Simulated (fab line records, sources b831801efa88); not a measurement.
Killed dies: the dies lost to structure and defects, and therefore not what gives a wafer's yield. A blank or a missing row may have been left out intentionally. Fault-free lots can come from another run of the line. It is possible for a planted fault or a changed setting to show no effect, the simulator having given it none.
The same fault as seen by 2 desks + flow sky130 + each desk has only its own numbers; what lay behind them comes last

## FROM THE METROLOGY DESK
What the gauges read for every lot (on any tool): the sampled wafers with a number, averaged. If a lot's mean is further than 4 standard deviations from the usual mean, the lot is out of limits and carries the mark OUT (the distance appears in the brackets).
Columns: A = cd_nm at SKY_VIA1_CD_MEAS_12, usual 150.5 nm; B = VIA1_OVL at SKY_VIA1_OVL_MEAS_13, usual 4 nm
| lot  | first seen here | A     | B  |
|------|-----------------|-------|----|
| L907 | day 34 11:41    | 152.0 | 7  |
| L913 | day 36 10:08    | 150.8 | 7  |
| L919 | day 38 06:08    | 152.2 | 4  |
| L920 | day 38 08:44    | 149.3 | -1 |
| L928 | day 40 22:42    | 150.5 | 10 |
| L929 | day 41 08:28    | 150.1 | 0  |
Finding of this desk: none of the 6 lots has anything out of limits.

## THE TOOL OWNER'S DESK: plasma_asher-01
The tool's own readings at SKY_VIA1_STRIP_16 (strips in O2/N2): means of the sampled wafers that have a number, for each lot that ran on this tool. If a lot's mean is further than 4 standard deviations from the usual mean, the lot is out of limits and carries the mark OUT (the distance appears in the brackets).
Columns: A = chamber_pressure_mTorr at SKY_VIA1_STRIP_16, usual 1500.0 mTorr; B = drypump_motor_current_A at SKY_VIA1_STRIP_16, usual 5.4 A; C = n2_flow_sccm at SKY_VIA1_STRIP_16, usual 300.0 sccm; D = oes_product_au at SKY_VIA1_STRIP_16, usual 0.416 a.u.; E = strip_time_to_endpoint_s at SKY_VIA1_STRIP_16, usual 4.456 s
| lot  | first seen here | A      | B   | C     | D     | E     |
|------|-----------------|--------|-----|-------|-------|-------|
| L929 | day 41 08:43    | 1500.1 | 5.0 | 300.1 | 0.412 | 4.460 |
This desk's finding: nothing out of limits on the one lot.

## PUT TOGETHER
The metrology desk saw nothing out of limits.
The tool owner's desk saw nothing out of limits.

## WHAT THE SIMULATOR PUT IN
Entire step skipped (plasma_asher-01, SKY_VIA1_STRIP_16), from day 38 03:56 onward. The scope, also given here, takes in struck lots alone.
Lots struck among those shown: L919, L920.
